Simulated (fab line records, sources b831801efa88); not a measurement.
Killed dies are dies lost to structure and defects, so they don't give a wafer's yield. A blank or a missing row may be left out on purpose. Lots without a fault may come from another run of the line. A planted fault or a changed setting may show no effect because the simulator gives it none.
Chamber matching | flow sky130 | SKY_FIELD_ISO_ETCH_17 on rie_si-01: 3 sister chambers
The step etches Si in HBr/Cl2/O2, target depth 342 nm, time 97.7 s. 18 wafers are shown with their chamber, then 6 later ones without.

WAFERS WITH THEIR CHAMBER
wafer  | chamber | drypump_motor_current_A (A) | oes_product_au (a.u.) | throttle_valve_pct (%)
L445.2 | 1       | 5.0                         | 1.004                 | 25.647
L445.3 | 3       | 6.0                         | 0.996                 | 25.662
L445.4 | 1       | 5.0                         | 1.004                 | 25.651
L447.2 | 3       | 6.0                         | 0.990                 | 25.672
L447.3 | 0       | 5.3                         | 1.018                 | 25.647
L447.6 | 3       | 6.0                         | 0.985                 | 25.683
L450.2 | 3       | 6.0                         | 0.986                 | 25.657
L450.4 | 1       | 5.0                         | 0.997                 | 25.655
L450.6 | 0       | 5.3                         | 1.022                 | 25.654
L456.1 | 1       | 5.0                         | 0.992                 | 25.663
L456.4 | 0       | 5.3                         | 0.999                 | 25.654
L456.6 | 3       | 5.9                         | 0.986                 | 25.656
L457.1 | 1       | 5.0                         | 0.989                 | 25.662
L457.3 | 0       | 5.3                         | 1.025                 | 25.645
L457.6 | 0       | 5.3                         | 1.026                 | 25.638
L459.2 | 1       | 5.0                         | 0.982                 | 25.666
L459.5 | 0       | 5.3                         | 1.018                 | 25.633
L459.6 | 3       | 6.0                         | 0.977                 | 25.687

SIGNATURES (means of the wafers above)
reading                 | chamber 0 | chamber 1 | chamber 3 | scatter within a chamber
drypump_motor_current_A | 5.300     | 5.000     | 5.983     | 0.0236
oes_product_au          | 1.01800   | 0.99467   | 0.98667   | 0.00842
throttle_valve_pct      | 25.64517  | 25.65733  | 25.66950  | 0.0101
Rule: a wafer's distance from a chamber is the root of the sum, over the readings, of the square of ((its reading less the chamber's mean) divided by the reading's scatter). The wafer belongs to the nearest chamber; if the next one is less than 2 further off, it can't be placed. The scatter: the root of (the sum of the squares of (reading less its chamber's mean) over the shown wafers, divided by (wafers less chambers)).

WAFERS WITHOUT THEIR CHAMBER
wafer  | drypump_motor_current_A (A) | oes_product_au (a.u.) | throttle_valve_pct (%)
L463.1 | 6.0                         | 0.980                 | 25.667
L463.3 | 5.0                         | 0.987                 | 25.652
L464.1 | 5.9                         | 0.991                 | 25.669
L464.4 | 5.3                         | 1.016                 | 25.646
L466.4 | 6.0                         | 0.982                 | 25.629
L466.5 | 6.0                         | 0.984                 | 25.664

WHICH CHAMBER EACH WENT THROUGH
wafer  | from the rows above | in truth
L463.1 | 3                   | 3
L463.3 | 1                   | 1
L464.1 | 3                   | 3
L464.4 | 0                   | 0
L466.4 | 3                   | 3
L466.5 | 3                   | 3
Placed correctly: 6 of 6. Can't be placed from these rows: 0. Placed wrongly: 0.
